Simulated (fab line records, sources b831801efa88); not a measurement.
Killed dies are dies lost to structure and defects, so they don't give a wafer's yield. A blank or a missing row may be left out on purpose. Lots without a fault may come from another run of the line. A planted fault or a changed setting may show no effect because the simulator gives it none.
A struck lot beside a sound one | flow sky130 | 16 steps out of a route of 708
Sound: wafers L127.1, L127.5, L127.6. Struck: wafers L137.2, L137.3, L137.6. The cause comes at the end.
At each step with rows: each side's tool, then ch and its chambers, then its first start. Under that, the readings that differ: sound wafers | struck wafers | difference of the means | sigmas: that difference in standard deviations of wafers without a fault.
alike: readings whose means differ by less than 2 such deviations, and words and numbers that are the same on both sides. not compared: withheld readings, readings that some wafer has no value for, bounds like >300 that may hide the same value, and numbers for which the record gives no deviation and whose values overlap.
The two part at a step that has a row with sigmas, a row that says differs or no value, or rows on one side only. Numbers that don't overlap but have no deviation are shown without sigmas and don't part them. A reading that every wafer of one side lacks parts them only if that side has two wafers or more.

first, 3 steps without rows for these wafers: SKY_METAL2_EXPOSE_12 (exposes mask MM2, target cd 140 nm); SKY_METAL2_PEB_13; SKY_METAL2_DEVELOP_14 (develop time 60 s).
SKY_METAL2_CD_MEAS_15: target cd 140 nm.
  sound on cd_sem-01, day 37 09:59; struck on cd_sem-02, day 40 12:49
  reading    | sound             | struck            | difference | sigmas
  cd_nm (nm) | 138.7 137.3 138.8 | 142.6 143.7 143.3 | +4.9       | +3
SKY_METAL2_OVL_MEAS_16:
  sound on overlay-02, day 37 10:07; struck on overlay-02, day 40 12:55
  alike: METAL2_OVL
SKY_METAL2_DESCUM_17: chemistry O2, time 8 s.
  sound on rie_metal-02 ch 0,1, day 37 10:08; struck on rie_metal-02 ch 0, day 40 12:56
  reading               | sound             | struck            | difference | sigmas
  oes_product_au (a.u.) | 1.009 0.999 0.980 | 1.020 1.015 1.027 | +0.025     | +2
  alike: chamber_pressure_mTorr, drypump_motor_current_A
  not compared: rf_hours_counter_h
SKY_METAL2_ETCH_18: etches BARC in N2/H2, stops on SiO2, time 45.9 s, target depth 60 nm.
  sound on rie_metal-02 ch 0,1, day 37 10:10; struck on rie_metal-02 ch 0, day 40 12:58
  alike: chamber_pressure_mTorr, drypump_motor_current_A, h2_flow_sccm, oes_product_au, throttle_valve_pct
  not compared: rf_hours_counter_h
SKY_METAL2_METAL_ETCH_19: etches the open film in Cl2/BCl3, stops on SiO2, target depth 360 nm, time 78 s.
  sound on rie_metal-02 ch 0,1, day 37 10:14; struck on rie_metal-02 ch 0, day 40 13:02
  alike: chamber_pressure_mTorr, drypump_motor_current_A, oes_product_au, throttle_valve_pct
  not compared: rf_hours_counter_h
SKY_METAL2_STRIP_20: strips in O2/N2.
  sound on plasma_asher-02 ch 0,1, day 37 10:20; struck on plasma_asher-02 ch 0,1, day 40 13:08
  alike: chamber_pressure_mTorr, drypump_motor_current_A, oes_product_au, strip_time_to_endpoint_s
  not compared: rf_hours_counter_h
then, 3 steps without rows for these wafers: SKY_METAL2_STRIP_21 (strips in post etch residue remover, time 1200 s); SKY_METAL2_CLEAN_22 (cleans in IPA, time 180 s); SKY_METAL2_CLEAN_23 (cleans in O3/DIW).
SKY_VIA2_HDPCVD_00: deposits SiO2, target thk 1180 nm, time 196.7 s.
  sound on hdpcvd-01 ch 1,2, day 37 10:57; struck on hdpcvd-01 ch 1,2, day 40 14:03
SKY_VIA2_THK_MEAS_01:
  sound on film_metro-02, day 37 11:05; struck on film_metro-01, day 40 14:11
  reading              | sound          | struck         | difference | sigmas
  VIA2_HDPCVD_THK (nm) | 1205 1200 1185 | 2340 2313 2322 | +1128      | +81
SKY_VIA2_CMP_02: polishes SiO2.
  sound on cmp-01 ch 0,2,3, day 37 11:14; struck on cmp-01 ch 1,2, day 40 14:14
  alike: motor_current_A
-- the record jumps here: 9 days lie between the struck wafers' starts before and after (it left off in module VIA2 and takes up again in module PAD_OPEN, whose first step shown is number 708 of the route) --
SKY_PAD_OPEN_PROBE_99:
  the record has rows for the struck wafers here (prober-01, day 50 01:48) and none for the sound ones

WHERE THEY PART
First at SKY_METAL2_CD_MEAS_15; last, within this record, at SKY_PAD_OPEN_PROBE_99.

WHY: what the simulator had put in
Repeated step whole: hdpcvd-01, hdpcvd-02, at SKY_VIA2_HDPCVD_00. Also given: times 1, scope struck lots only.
